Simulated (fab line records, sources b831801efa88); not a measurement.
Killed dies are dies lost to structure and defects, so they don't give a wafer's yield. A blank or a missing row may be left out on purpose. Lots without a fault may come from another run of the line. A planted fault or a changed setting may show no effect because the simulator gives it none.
Which tool did it? | flow gf180mcu | 14 lots, 42 wafers sampled, at 5 steps of a route of 602

WHAT THE GAUGES READ, wafer by wafer
GF_STI_CD_MEAS_12: target cd 220 nm.
lot  | measured    | on        | cd_nm (nm)
L659 | day 2 00:30 | cd_sem-01 | 221.2 221.5 221.9
L660 | day 2 06:45 | cd_sem-02 | 219.6 219.1 219.9
L661 | day 2 10:48 | cd_sem-01 | 219.8 218.0 218.9
L663 | day 2 23:34 | cd_sem-01 | 220.5 221.0 221.3
L664 | day 3 03:02 | cd_sem-02 | 219.5 219.5 218.9
L665 | day 3 08:45 | cd_sem-01 | 221.4 220.2 220.6
L666 | day 3 13:40 | cd_sem-01 | 219.1 217.9 219.0
L667 | day 3 19:54 | cd_sem-02 | 219.1 218.8 219.4
L668 | day 4 03:17 | cd_sem-01 | 219.1 219.5 220.3
L669 | day 4 05:12 | cd_sem-02 | 221.1 219.6 220.0
L671 | day 4 16:27 | cd_sem-01 | 222.4 220.8 221.2
L677 | day 5 22:07 | cd_sem-02 | 210.1 210.4 210.0
L678 | day 6 01:55 | cd_sem-01 | 211.1 210.5 210.1
L682 | day 7 00:00 | cd_sem-01 | 223.5 222.9 221.1

GF_M3_RS_MEAS_05: measures by four-point-probe.
lot  | measured     | on            | M3_ALCU_RS (ohm/sq)
L659 | day 20 07:26 | film_metro-04 | 0.0708 0.0700 0.0700
L660 | day 20 15:28 | film_metro-04 | 0.0684 0.0691 0.0696
L661 | day 20 22:44 | film_metro-02 | 0.0681 0.0685 0.0688
L663 | day 22 06:14 | film_metro-04 | 0.0700 0.0703 0.0707
L664 | day 22 12:36 | film_metro-03 | 0.0693 0.0689 0.0692
L665 | day 22 19:24 | film_metro-03 | 0.0678 0.0676 0.0680
L666 | day 23 02:37 | film_metro-04 | 0.0716 0.0706 0.0704
L667 | day 23 11:16 | film_metro-02 | 0.0704 0.0698 0.0704
L668 | day 24 02:41 | film_metro-04 | 0.0686 0.0688 0.0693
L669 | day 24 11:38 | film_metro-02 | 0.0697 0.0697 0.0695
L671 | day 25 03:09 | film_metro-03 | 0.0716 0.0709 0.0724
L677 | day 26 15:29 | film_metro-04 | 0.0697 0.0703 0.0697
L678 | day 26 20:19 | film_metro-03 | 0.0699 0.0704 0.0703
L682 | day 28 02:54 | film_metro-02 | 0.0708 0.0711 0.0714

GF_M3_THK_MEAS_06: measures by xrf.
lot  | measured     | on            | M3_ALCU_THK (nm)
L659 | day 20 07:34 | film_metro-04 | 437 445 444
L660 | day 20 15:35 | film_metro-04 | 452 449 446
L661 | day 20 22:50 | film_metro-02 | 460 458 455
L663 | day 22 06:20 | film_metro-04 | 448 446 441
L664 | day 22 12:43 | film_metro-03 | 449 453 452
L665 | day 22 19:31 | film_metro-03 | 460 462 460
L666 | day 23 02:43 | film_metro-04 | 438 443 444
L667 | day 23 11:23 | film_metro-02 | 444 447 443
L668 | day 24 02:48 | film_metro-04 | 454 454 449
L669 | day 24 11:44 | film_metro-02 | 447 448 450
L671 | day 25 03:16 | film_metro-03 | 435 440 429
L677 | day 26 15:35 | film_metro-04 | 450 444 446
L678 | day 26 20:26 | film_metro-03 | 446 443 443
L682 | day 28 03:01 | film_metro-02 | 444 441 441

WHICH TOOL RAN EACH LOT (tool, then ch and the chambers of the sampled wafers, then the start)
lot  | GF_STI_SOFTBAKE_08               | GF_M3_SPUTTER_00
L659 | litho_track-01 ch 0, day 1 18:54 | pvd_sputter-02, day 20 07:13
L660 | litho_track-04 ch 0, day 2 01:08 | pvd_sputter-02, day 20 15:14
L661 | litho_track-04 ch 0, day 2 05:30 | pvd_sputter-03, day 20 22:29
L663 | litho_track-03 ch 0, day 2 16:52 | pvd_sputter-02, day 22 05:57
L664 | litho_track-04 ch 0, day 2 20:26 | pvd_sputter-04, day 22 12:23
L665 | litho_track-04 ch 0, day 3 02:33 | pvd_sputter-03, day 22 19:10
L666 | litho_track-03 ch 0, day 3 07:22 | pvd_sputter-02, day 23 02:22
L667 | litho_track-04 ch 0, day 3 12:47 | pvd_sputter-04, day 23 11:02
L668 | litho_track-01 ch 0, day 3 20:21 | pvd_sputter-04, day 24 02:28
L669 | litho_track-01 ch 0, day 3 22:40 | pvd_sputter-03, day 24 11:23
L671 | litho_track-04 ch 0, day 4 09:38 | pvd_sputter-02, day 25 02:56
L677 | litho_track-04 ch 0, day 5 15:08 | pvd_sputter-04, day 26 15:14
L678 | litho_track-04 ch 0, day 5 19:15 | pvd_sputter-03, day 26 20:05
L682 | litho_track-03 ch 0, day 6 16:29 | pvd_sputter-02, day 28 02:41
- GF_STI_SOFTBAKE_08: time 60 s.
- GF_M3_SPUTTER_00: material Ti, target thk 37.5 nm, time 150 s.

WHAT THE TOOLS THEMSELVES READ (means of the sampled wafers that have a number; where no wafer has one, the mark that the record gives instead)
GF_STI_SOFTBAKE_08.
lot  | tool           | heater_power_total_W (W) | plate_temp_C (C)
L659 | litho_track-01 | 93.12                    | 129.99
L660 | litho_track-04 | 93.02                    | 129.94
L661 | litho_track-04 | 93.09                    | 129.99
L663 | litho_track-03 | 93.05                    | 130.03
L664 | litho_track-04 | 93.02                    | 129.92
L665 | litho_track-04 | 93.03                    | 129.96
L666 | litho_track-03 | 93.02                    | 129.92
L667 | litho_track-04 | 93.02                    | 129.83
L668 | litho_track-01 | 93.03                    | 129.78
L669 | litho_track-01 | 93.10                    | 129.96
L671 | litho_track-04 | 93.08                    | 130.04
L677 | litho_track-04 | 96.10                    | 133.25
L678 | litho_track-04 | 96.21                    | 133.25
L682 | litho_track-03 | 93.09                    | 130.08

GF_M3_SPUTTER_00.
lot  | tool           | throttle_valve_pct (%)
L659 | pvd_sputter-02 | 29.9
L660 | pvd_sputter-02 | 29.9
L661 | pvd_sputter-03 | 29.7
L663 | pvd_sputter-02 | 29.7
L664 | pvd_sputter-04 | 31.6
L665 | pvd_sputter-03 | 30.1
L666 | pvd_sputter-02 | 29.5
L667 | pvd_sputter-04 | 31.2
L668 | pvd_sputter-04 | 31.5
L669 | pvd_sputter-03 | 29.9
L671 | pvd_sputter-02 | 29.5
L677 | pvd_sputter-04 | 31.0
L678 | pvd_sputter-03 | 29.6
L682 | pvd_sputter-02 | 29.7

THE ANSWER, worked out from the rows above alone
Rule: what is usual is taken from the lots themselves. Put in order of their means at a reading, lots are off if they are a third of the lots or fewer, leave a main group of 4 or more, and stand apart from it by a gap of 3 or more times the standard deviation of the main group's means; of several such gaps the widest counts. A main group whose means are all the same, to the digits that the tables above print for the reading, isn't used. A lot without any number at a reading at which 4 lots or more have one is off too. The other lots that the step has rows for count as sound. The gauges are gone through in route order, then the tools' own readings, and for those a lot's mean is taken as printed above. The first step at which some lot is off is used, and at that step the reading that is off furthest; a lot without a number counts as furthest.
Off: L677, L678, at GF_STI_CD_MEAS_12 (cd_nm). The main group: mean 220.2 nm, standard deviation 1.2.
A tool fits if, at a process step before that reading, it ran every lot that is off, and no sound lot after the first of them. The gauges at GF_STI_CD_MEAS_12 aren't tried: what is off there is off at GF_STI_SOFTBAKE_08 too, on other tools, and a gauge's error can't cause that. One fits: litho_track-04 at GF_STI_SOFTBAKE_08. Its last sound lot is L671 (day 4 09:38), its first lot that is off L677 (day 5 15:08): a fault that began between those two fits.
The tool's own readings at GF_STI_SOFTBAKE_08 bear it out: on the lots that are off they differ by more than 5 times the standard deviation of the sound lots' means. heater_power_total_W reads 96.16 W there against 93.06 W on the sound lots; plate_temp_C reads 133.25 C there against 129.95 C on the sound lots.

WHAT THE SIMULATOR HAD PUT IN
Process parameter drift: litho_track-04, from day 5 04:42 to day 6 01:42, at GF_STI_SOFTBAKE_08. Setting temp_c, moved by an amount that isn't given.
Lots struck among those shown: L677, L678. The rule above found the same.
